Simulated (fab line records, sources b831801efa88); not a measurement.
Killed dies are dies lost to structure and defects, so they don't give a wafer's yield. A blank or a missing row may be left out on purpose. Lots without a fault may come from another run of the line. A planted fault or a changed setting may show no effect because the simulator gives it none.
fab line records | flow sfq_line
record lots=14 wafers=42 last_day=97
route steps=325 shown L0V@25
lots that met no fault: from a run of the same line without faults
start_h: hours from the record's first day to the start of the lot's first wafer shown | wait_h: hours since the lot's step before | " the same as in the row above | L1.1+2: a row that stands for several wafers | - no value, or no start given | * or withheld: withheld | < > ~ a bound
route shown NAME@n: a module of which the file shows steps, and the number in the route of the first | usual: mean/standard deviation of fault-free wafers | same: alike in all rows | chamber/n: place in a boat | sites: the reading at each site | _std_site: their standard deviation | _edge_site: outer sites' mean less inner sites' | radius_mm: how far each site lies from the wafer's centre | mask NAME#n: copy n | behind: the tool/chamber that last shaped the wafer | hold: why the lot was held/for how many hours/how that ended | device: the transistor (n, p or np) that didn't switch | end of line: the same wafers' tests at the end of the route | a step without rows: its recipe alone | killed: dies lost to structure and defects at the first sort, not the wafer's yield | map: a wafer's dies, x killed, . not, _ none there
set.NAME: the setting as run; set.NAME@STEP: as run at that earlier step | model.NAME: the simulator's own value behind a step, which no gauge read
steps of the route over a sample of lots; a table a step, a row a wafer
services: from which hour (start_h, from the record's first day; less than 0 if before it) a tool's chamber was out of use, for how many hours, and why
## steps
# step SFQ_TRILAYER_L0_VIA_ETCH_VIA_ETCH_016
# recipe target=SiO2 stop_on=MoNx_KI mask_material=PR chemistry=CHF3 target_depth_nm=80 source_w=500 bias_w=80 pressure_mtorr=30 time_s=withheld
# usual drypump_motor_current_A=5.7/0.62 oes_product_au=0.843/0.0072 rf_fwd_power_W=495.4/2.1
# columns lot.wafer tool chamber start_h wait_h drypump_motor_current_A oes_product_au rf_fwd_power_W
L735.1 rie_diel-03 3 196.72 0.0 4.8 0.853 497.1
L735.2 " 1 " " 6.3 0.828 491.4
L735.5 " 1 " " 6.3 0.844 491.3
L736.1 rie_diel-03 2 199.12 0.0 6.4 0.841 493.4
L736.2 " 3 " " 4.8 0.849 495.0
L736.5 " 0 " " 5.6 0.852 497.3
L737.1 rie_diel-02 0 207.52 0.0 6.0 0.837 495.5
L737.5 " 0 " " 6.0 0.840 496.8
L737.6 " 3 " " 5.3 0.839 496.6
L738.2 rie_diel-02 0 213.52 0.0 6.0 0.836 495.2
L738.3 " 2 " " 5.8 0.835 498.0
L738.6 " 0 " " 6.0 0.842 496.6
L743.3 rie_diel-03 2 264.21 0.0 6.4 0.827 495.3
L743.4 " 3 " " 4.8 0.849 497.7
L743.5 " 2 " " 6.4 0.854 495.0
L745.3 rie_diel-03 3 272.61 0.0 4.8 0.840 494.5
L745.5 " 3 " " 4.8 0.836 494.7
L745.6 " 2 " " 6.4 0.857 494.9
L746.3 rie_diel-03 0 277.41 0.0 5.6 0.832 493.8
L746.4 " 3 " " 4.8 0.839 499.7
L746.5 " 3 " " 4.8 0.844 495.7
L749.1 rie_diel-03 2 298.26 0.0 6.4 0.836 493.3
L749.3 " 3 " " 4.8 0.834 495.3
L749.6 " 0 " " 5.6 0.845 493.6
L751.3 rie_diel-03 3 318.66 0.0 4.8 0.836 492.6
L751.5 " 1 " " 6.3 0.851 491.9
L751.6 " 2 " " 6.4 0.856 413.5
L752.3 rie_diel-03 3 327.52 0.0 4.8 0.846 495.9
L752.4 " 2 " " 6.4 0.844 416.3
L752.5 " 3 " " 4.8 0.835 497.2
L754.2 rie_diel-04 3 340.72 0.0 4.7 0.834 496.7
L754.5 " 1 " " 5.3 0.842 497.5
L754.6 " 2 " " 6.4 0.856 492.7
L756.2 rie_diel-04 2 347.92 0.0 6.4 0.843 492.9
L756.3 " 3 " " 4.7 0.845 496.2
L756.4 " 1 " " 5.4 0.837 496.9
L757.1 rie_diel-04 2 353.92 0.0 6.4 0.840 493.7
L757.5 " 0 " " 5.7 0.850 499.0
L757.6 " 1 " " 5.4 0.855 498.6
L758.1 rie_diel-02 2 360.04 0.0 5.7 0.843 494.6
L758.4 " 3 " " 5.3 0.847 497.5
L758.6 " 2 " " 5.7 0.849 496.5
## services
# columns tool chamber start_h hours kind
rie_diel-04 1 205.02 2.0 repair
rie_diel-03 1 213.86 9.8 repair
rie_diel-03 2 223.74 - clean
rie_diel-03 2 223.74 17.9 scheduled_down
rie_diel-03 2 223.74 17.9 vent_cycle
rie_diel-03 0 234.72 13.4 repair
rie_diel-04 - 234.90 2.8 pm
rie_diel-02 3 236.56 10.2 repair
rie_diel-02 - 253.66 2.8 pm
rie_diel-03 - 260.00 0.1 repair
rie_diel-03 3 267.39 3.9 repair
rie_diel-03 1 284.39 3.7 repair
rie_diel-04 1 285.31 3.2 repair
rie_diel-04 1 312.01 8.5 repair
rie_diel-02 - 316.22 28.1 pm
rie_diel-03 2 343.76 36.4 repair
rie_diel-02 0 344.32 - clean
rie_diel-02 0 344.32 19.1 scheduled_down
rie_diel-02 0 344.32 19.1 vent_cycle
## key
first_sign step=SFQ_TRILAYER_L0_VIA_ETCH_VIA_ETCH_016 reading=rf_fwd_power_W direction=down sigmas=39 usual=495.4 struck=414.9
effect none on later readings
met_at SFQ_TRILAYER_L0_VIA_ETCH_VIA_ETCH_016
struck_lots L751,L752
struck_wafers L751.6,L752.4
onset_between 298.26 318.66
fault kind=process_parameter_drift tool=rie_diel-03 chamber=2 onset_h=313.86 steps=SFQ_TRILAYER_L0_VIA_ETCH_VIA_ETCH_016 channel=source_w offset=-80 shape=step end_h=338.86 acts_in=these_recipes_only stated=500
